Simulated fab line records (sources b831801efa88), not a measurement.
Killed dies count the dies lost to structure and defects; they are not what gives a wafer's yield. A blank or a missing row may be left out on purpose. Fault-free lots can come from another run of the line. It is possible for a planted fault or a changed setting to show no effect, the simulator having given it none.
What tool caused it? :: flow gf180mcu :: Sampling: 13 lots, 38 wafers, 5 of 602 route steps

## WHAT THE GAUGES READ, wafer by wafer
GF_M1_OVL_MEAS_15. Usual: M1_OVL gives -2 nm (standard deviation 5.6).
lot: L667
measured: day 17 06:19
on: overlay-02
M1_OVL (nm): 1 -11 -7
flag: 

lot: L668
measured: day 17 15:44
on: overlay-02
M1_OVL (nm): -1 3 3
flag: 

lot: L670
measured: day 18 10:37
on: overlay-01
M1_OVL (nm): -10 -8 -6
flag: 

lot: L671
measured: day 18 11:37
on: overlay-01
M1_OVL (nm): -1 0 -1
flag: 

lot: L673
measured: day 19 14:14
on: overlay-02
M1_OVL (nm): -3 -1 -3
flag: 

lot: L674
measured: day 20 06:26
on: overlay-01
M1_OVL (nm): 0 5
flag: 

lot: L682
measured: day 22 17:44
on: overlay-01
M1_OVL (nm): -5 -1 2
flag: 

lot: L685
measured: day 23 10:53
on: overlay-01
M1_OVL (nm): 9 5 4
flag: 

lot: L686
measured: day 24 02:08
on: overlay-02
M1_OVL (nm): -7 -10 -15
flag: 

lot: L687
measured: day 24 03:05
on: overlay-01
M1_OVL (nm): -7 -8 -5
flag: 

lot: L688
measured: day 24 11:20
on: overlay-02
M1_OVL (nm): -12 -4 -13
flag: 

lot: L689
measured: day 24 19:26
on: overlay-01
M1_OVL (nm): 5 0 1
flag: 

lot: L690
measured: day 25 04:07
on: overlay-02
M1_OVL (nm): -1 -5 2
flag: 

GF_M4_CD_MEAS_14: the cd target is 280 nm. Usual: cd-nm at 280.2 nm, with a standard deviation of 1.1.
lot: L667
measured: day 23 16:05
on: cd-sem-02
cd-nm (nm): 282.8 282.6 282.2
flag: 

lot: L668
measured: day 23 23:25
on: cd-sem-01
cd-nm (nm): 280.5 280.4 279.1
flag: 

lot: L670
measured: day 24 16:35
on: cd-sem-02
cd-nm (nm): 281.0 281.2 280.8
flag: 

lot: L671
measured: day 24 18:47
on: cd-sem-02
cd-nm (nm): 279.7 279.6 279.5
flag: 

lot: L673
measured: day 25 16:50
on: cd-sem-01
cd-nm (nm): 278.6 266.5 279.0
flag: OFF

lot: L674
measured: day 26 07:55
on: cd-sem-01
cd-nm (nm): 267.3 279.3
flag: OFF

lot: L682
measured: day 28 11:13
on: cd-sem-02
cd-nm (nm): 281.3 280.8 280.6
flag: 

lot: L685
measured: day 29 01:09
on: cd-sem-02
cd-nm (nm): 279.7 280.1 279.8
flag: 

lot: L686
measured: day 29 14:23
on: cd-sem-01
cd-nm (nm): 279.2 280.1 279.2
flag: 

lot: L687
measured: day 29 15:44
on: cd-sem-02
cd-nm (nm): 278.9 278.9 279.3
flag: 

lot: L688
measured: day 29 22:03
on: cd-sem-01
cd-nm (nm): 278.9 279.6 279.6
flag: 

lot: L689
measured: day 30 05:25
on: cd-sem-02
cd-nm (nm): 280.3 281.2 282.1
flag: 

lot: L690
measured: day 30 12:26
on: cd-sem-02
cd-nm (nm): 281.8 281.0 280.4
flag: 

GF_M4_OVL_MEAS_15. Usual: M4_OVL gives 1 nm (standard deviation 5.8).
lot: L667
measured: day 23 16:10
on: overlay-02
M4_OVL (nm): 1 -2 0
flag: 

lot: L668
measured: day 23 23:31
on: overlay-02
M4_OVL (nm): 4 6 14
flag: 

lot: L670
measured: day 24 16:43
on: overlay-01
M4_OVL (nm): -3 -4 -4
flag: 

lot: L671
measured: day 24 18:55
on: overlay-02
M4_OVL (nm): 3 4 9
flag: 

lot: L673
measured: day 25 16:56
on: overlay-01
M4_OVL (nm): 8 3 2
flag: 

lot: L674
measured: day 26 07:59
on: overlay-01
M4_OVL (nm): 2 -1
flag: 

lot: L682
measured: day 28 11:20
on: overlay-01
M4_OVL (nm): -1 -3 -4
flag: 

lot: L685
measured: day 29 01:16
on: overlay-01
M4_OVL (nm): 12 7 14
flag: 

lot: L686
measured: day 29 14:29
on: overlay-01
M4_OVL (nm): 2 6 3
flag: 

lot: L687
measured: day 29 15:49
on: overlay-01
M4_OVL (nm): -5 0 1
flag: 

lot: L688
measured: day 29 22:10
on: overlay-01
M4_OVL (nm): 1 -1 -1
flag: 

lot: L689
measured: day 30 05:32
on: overlay-02
M4_OVL (nm): -2 -2 -4
flag: 

lot: L690
measured: day 30 12:31
on: overlay-02
M4_OVL (nm): -1 -7 1
flag: 

## EACH LOT AND THE TOOL THAT RAN IT (in order: tool; ch and the chambers of the sampled wafers; start)
lot: L667
GF_V3_STRIP_18: plasma-asher-03 ch 0,1, day 22 16:14
GF_M4_EXPOSE_11: krf-scanner-01 ch 0, day 23 04:57

lot: L668
GF_V3_STRIP_18: plasma-asher-04 ch 0,1, day 22 23:14
GF_M4_EXPOSE_11: krf-scanner-01 ch 0, day 23 12:25

lot: L670
GF_V3_STRIP_18: plasma-asher-04 ch 0,1, day 23 17:34
GF_M4_EXPOSE_11: krf-scanner-01 ch 0, day 24 05:49

lot: L671
GF_V3_STRIP_18: plasma-asher-03 ch 0,1, day 23 19:09
GF_M4_EXPOSE_11: krf-scanner-02 ch 0, day 24 08:02

lot: L673
GF_V3_STRIP_18: plasma-asher-03 ch 0,1, day 24 18:00
GF_M4_EXPOSE_11: krf-scanner-01 ch 0, day 25 06:16

lot: L674
GF_V3_STRIP_18: plasma-asher-04 ch 0,1, day 25 09:57
GF_M4_EXPOSE_11: krf-scanner-01 ch 0, day 25 21:47

lot: L682
GF_V3_STRIP_18: plasma-asher-01 ch 0,1, day 27 13:51
GF_M4_EXPOSE_11: krf-scanner-02 ch 0, day 28 01:13

lot: L685
GF_V3_STRIP_18: plasma-asher-04 ch 0,1, day 28 04:29
GF_M4_EXPOSE_11: krf-scanner-02 ch 0, day 28 15:52

lot: L686
GF_V3_STRIP_18: plasma-asher-04 ch 0,1, day 28 18:11
GF_M4_EXPOSE_11: krf-scanner-02 ch 0, day 29 05:21

lot: L687
GF_V3_STRIP_18: plasma-asher-01 ch 0,1, day 28 19:17
GF_M4_EXPOSE_11: krf-scanner-01 ch 0, day 29 07:01

lot: L688
GF_V3_STRIP_18: plasma-asher-01 ch 0,1, day 29 01:57
GF_M4_EXPOSE_11: krf-scanner-01 ch 0, day 29 12:50

lot: L689
GF_V3_STRIP_18: plasma-asher-04 ch 0,1, day 29 09:08
GF_M4_EXPOSE_11: krf-scanner-01 ch 0, day 29 20:00

lot: L690
GF_V3_STRIP_18: plasma-asher-03 ch 0,1, day 29 16:25
GF_M4_EXPOSE_11: krf-scanner-02 ch 0, day 30 03:55
- GF_V3_STRIP_18: strips in O2/N2.
- GF_M4_EXPOSE_11: exposes mask Metal4, target cd 280 nm.

## AS READ BY THE TOOLS THEMSELVES (means over the sampled wafers that have a number; for cases with no such wafer, the mark the record gives instead)
GF_V3_STRIP_18. Usual: drypump-motor-current-A 5.6 A, standard deviation 0.4; heater-power-w 323 W, standard deviation 34; n2-flow-sccm 300.3 sccm, standard deviation 0.95; oes-product-au 0.593 a.u., standard deviation 0.0045.
lot: L667
tool: plasma-asher-03
drypump-motor-current-A (A): 5.8
heater-power-w (W): 343
n2-flow-sccm (sccm): 300.4
oes-product-au (a.u.): 0.591
flag: 

lot: L668
tool: plasma-asher-04
drypump-motor-current-A (A): 5.4
heater-power-w (W): 286
n2-flow-sccm (sccm): 300.4
oes-product-au (a.u.): 0.598
flag: 

lot: L670
tool: plasma-asher-04
drypump-motor-current-A (A): 5.4
heater-power-w (W): 288
n2-flow-sccm (sccm): 301.7
oes-product-au (a.u.): 0.592
flag: 

lot: L671
tool: plasma-asher-03
drypump-motor-current-A (A): 5.8
heater-power-w (W): 340
n2-flow-sccm (sccm): 299.9
oes-product-au (a.u.): 0.595
flag: 

lot: L673
tool: plasma-asher-03
drypump-motor-current-A (A): 6.2
heater-power-w (W): 355
n2-flow-sccm (sccm): 300.1
oes-product-au (a.u.): 0.597
flag: 

lot: L674
tool: plasma-asher-04
drypump-motor-current-A (A): 5.3
heater-power-w (W): 285
n2-flow-sccm (sccm): 299.6
oes-product-au (a.u.): 0.593
flag: 

lot: L682
tool: plasma-asher-01
drypump-motor-current-A (A): 5.5
heater-power-w (W): 342
n2-flow-sccm (sccm): 299.4
oes-product-au (a.u.): 0.593
flag: 

lot: L685
tool: plasma-asher-04
drypump-motor-current-A (A): 5.3
heater-power-w (W): 288
n2-flow-sccm (sccm): 300.5
oes-product-au (a.u.): 0.592
flag: 

lot: L686
tool: plasma-asher-04
drypump-motor-current-A (A): 5.3
heater-power-w (W): 287
n2-flow-sccm (sccm): 300.5
oes-product-au (a.u.): 0.588
flag: 

lot: L687
tool: plasma-asher-01
drypump-motor-current-A (A): 5.5
heater-power-w (W): 345
n2-flow-sccm (sccm): 299.5
oes-product-au (a.u.): 0.592
flag: 

lot: L688
tool: plasma-asher-01
drypump-motor-current-A (A): 5.5
heater-power-w (W): 348
n2-flow-sccm (sccm): 300.6
oes-product-au (a.u.): 0.595
flag: 

lot: L689
tool: plasma-asher-04
drypump-motor-current-A (A): 5.3
heater-power-w (W): 287
n2-flow-sccm (sccm): 300.3
oes-product-au (a.u.): 0.591
flag: 

lot: L690
tool: plasma-asher-03
drypump-motor-current-A (A): 6.1
heater-power-w (W): 361
n2-flow-sccm (sccm): 300.6
oes-product-au (a.u.): 0.592
flag: 

## THE ANSWER, worked out from the rows above alone
Rule: take the mean of a lot's wafers that have a number; if it is more than 3 standard deviations from the usual mean, the lot is off. Also off: a lot with no number at a reading for which 4 or more lots have one. All remaining lots with rows at the step are treated as sound. Order of review: gauges by route order, followed by the tools' own readings, for which a lot's mean as printed above is used. The first step at which some lot is off is used, and at that step the reading that is off furthest; a lot without a number counts as furthest.
Off, at GF_M4_CD_MEAS_14 on cd-nm: L673, L674.
A tool fits if, at a process step before that reading, it ran every lot that is off, and no sound lot after the first of them. Those tools and the gauges at GF_M4_CD_MEAS_14 are tried in the same way. None of those tried fits.

## WHAT THE SIMULATOR HAD INSERTED
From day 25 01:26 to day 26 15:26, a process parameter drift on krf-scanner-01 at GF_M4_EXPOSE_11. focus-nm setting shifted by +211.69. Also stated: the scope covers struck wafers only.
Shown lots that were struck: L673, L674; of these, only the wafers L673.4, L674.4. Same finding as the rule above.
